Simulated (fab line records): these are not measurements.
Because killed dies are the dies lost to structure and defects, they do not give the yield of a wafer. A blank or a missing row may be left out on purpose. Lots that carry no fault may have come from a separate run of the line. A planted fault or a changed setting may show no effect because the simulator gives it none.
Which tool was responsible? + flow gf180mcu + Sampling: 12 lots, 36 wafers, 3 of 602 route steps

WHAT THE GAUGES SHOWED, per wafer
GF_V4_THK_MEAS_01.
| lot  | measured     | on            | V4_CVD_00_THK (nm) |
|------|--------------|---------------|--------------------|
| L627 | day 24 07:26 | film metro-04 | 605 609 599        |
| L628 | day 24 13:52 | film metro-02 | 597 592 600        |
| L629 | day 24 21:01 | film metro-02 | 601 604 602        |
| L630 | day 25 10:50 | film metro-04 | 601 598 610        |
| L631 | day 25 17:20 | film metro-02 | 602 606 601        |
| L634 | day 26 16:35 | film metro-03 | 602 599 602        |
| L635 | day 27 05:28 | film metro-02 | 607 598 610        |
| L638 | day 27 18:17 | film metro-04 | 602 593 598        |
| L644 | day 29 14:28 | film metro-04 | 606 607 609        |
| L645 | day 29 20:46 | film metro-03 | 610 605 604        |
| L647 | day 30 07:44 | film metro-04 | 607 604 599        |
| L648 | day 30 13:21 | film metro-04 | 602 595 600        |

GF_TOP_METAL_RS_MEAS_05: the measuring method here is four-point-probe.
| lot  | measured     | on            | TOP_METAL_ALCU_RS (ohm/sq) |
|------|--------------|---------------|----------------------------|
| L627 | day 28 02:13 | film metro-04 | 0.03236 0.03253 0.03244    |
| L628 | day 28 06:49 | film metro-01 | 0.03248 0.03238 0.0326     |
| L629 | day 28 11:29 | film metro-04 | 0.03279 0.03255 0.03272    |
| L630 | day 29 01:59 | film metro-01 | 0.03297 0.03338 0.03311    |
| L631 | day 29 07:07 | film metro-04 | 0.03253 0.03236 0.0325     |
| L634 | day 30 03:51 | film metro-04 | 0.03285 0.03288 0.03284    |
| L635 | day 30 15:04 | film metro-03 | 0.0325 0.03267 0.03278     |
| L638 | day 31 04:43 | film metro-01 | 0.03293 0.03302 0.03304    |
| L644 | day 32 20:51 | film metro-01 | 0.03245 0.03226 0.03211    |
| L645 | day 33 01:36 | film metro-01 | 0.03245 0.0326 0.03256     |
| L647 | day 33 07:52 | film metro-01 | 0.03287 0.03283 0.03266    |
| L648 | day 33 13:45 | film metro-04 | 0.0329 0.03266 0.03299     |

WHICH TOOL RAN EACH LOT (tool, then ch and the chambers of the sampled wafers, then the start)
| lot  | GF_M5_ETCH_09                      |
|------|------------------------------------|
| L627 | rie diel-02 ch 0,3, day 27 02:30   |
| L628 | rie diel-04 ch 0,1,3, day 27 08:12 |
| L629 | rie diel-02 ch 0,1,2, day 27 13:03 |
| L630 | rie diel-03 ch 2,3, day 28 03:09   |
| L631 | rie diel-02 ch 0,2, day 28 08:30   |
| L634 | rie diel-02 ch 1,3, day 29 06:21   |
| L635 | rie diel-03 ch 0,1, day 29 17:36   |
| L638 | rie diel-02 ch 0,2,3, day 30 07:12 |
| L644 | rie diel-04 ch 2,3, day 31 23:16   |
| L645 | rie diel-03 ch 0,2,3, day 32 05:03 |
| L647 | rie diel-03 ch 0,1,2, day 32 13:15 |
| L648 | rie diel-03 ch 1,2, day 32 18:51   |
- GF_M5_ETCH_09: etches Si3N4 in CF4/O2, target depth 52 nm, time 11.6 s.

AS READ BY THE TOOLS THEMSELVES (means over the sampled wafers that have a number; for cases with no such wafer, the mark the record gives instead)
GF_M5_ETCH_09.
| lot  | tool        | drypump motor current A (A) | oes product au (a.u.) | throttle valve pct (%) |
|------|-------------|-----------------------------|-----------------------|------------------------|
| L627 | rie diel-02 | 5.2                         | 1.000                 | 5.985                  |
| L628 | rie diel-04 | 5.5                         | 1.005                 | 5.978                  |
| L629 | rie diel-02 | 5.3                         | 0.996                 | 5.966                  |
| L630 | rie diel-03 | 5.8                         | 0.992                 | 5.972                  |
| L631 | rie diel-02 | 4.9                         | 1.004                 | 5.968                  |
| L634 | rie diel-02 | 6.1                         | 0.991                 | 5.969                  |
| L635 | rie diel-03 | 5.8                         | 0.997                 | 5.977                  |
| L638 | rie diel-02 | 5.5                         | 1.000                 | 5.974                  |
| L644 | rie diel-04 | 5.7                         | 1.004                 | 5.964                  |
| L645 | rie diel-03 | 5.7                         | 0.999                 | 5.967                  |
| L647 | rie diel-03 | 5.6                         | 0.994                 | 5.974                  |
| L648 | rie diel-03 | 5.6                         | 1.003                 | 5.966                  |

THE ANSWER, worked out from the rows above alone
Rule: usual is defined by the lots themselves. Put in order of their means at a reading, lots are off if they are a third of the lots or fewer, leave a main group of 4 or more, and stand apart from it by a gap of 3 or more times the standard deviation of the main group's means; of several such gaps the widest counts. Not used: any main group whose means are identical at the precision the tables above print for the reading. A lot without any number at a reading at which 4 lots or more have one is off too. All remaining lots with rows at the step are treated as sound. First the gauges in route order, then the tools' own readings, where a lot's mean is used as printed above. At the first step where some lot is off, the reading lying furthest off is the one used; lots without a number count as furthest.
Across all readings shown, no lot is off: no conclusion can be drawn from this.

WHAT THE SIMULATOR HAD INSERTED
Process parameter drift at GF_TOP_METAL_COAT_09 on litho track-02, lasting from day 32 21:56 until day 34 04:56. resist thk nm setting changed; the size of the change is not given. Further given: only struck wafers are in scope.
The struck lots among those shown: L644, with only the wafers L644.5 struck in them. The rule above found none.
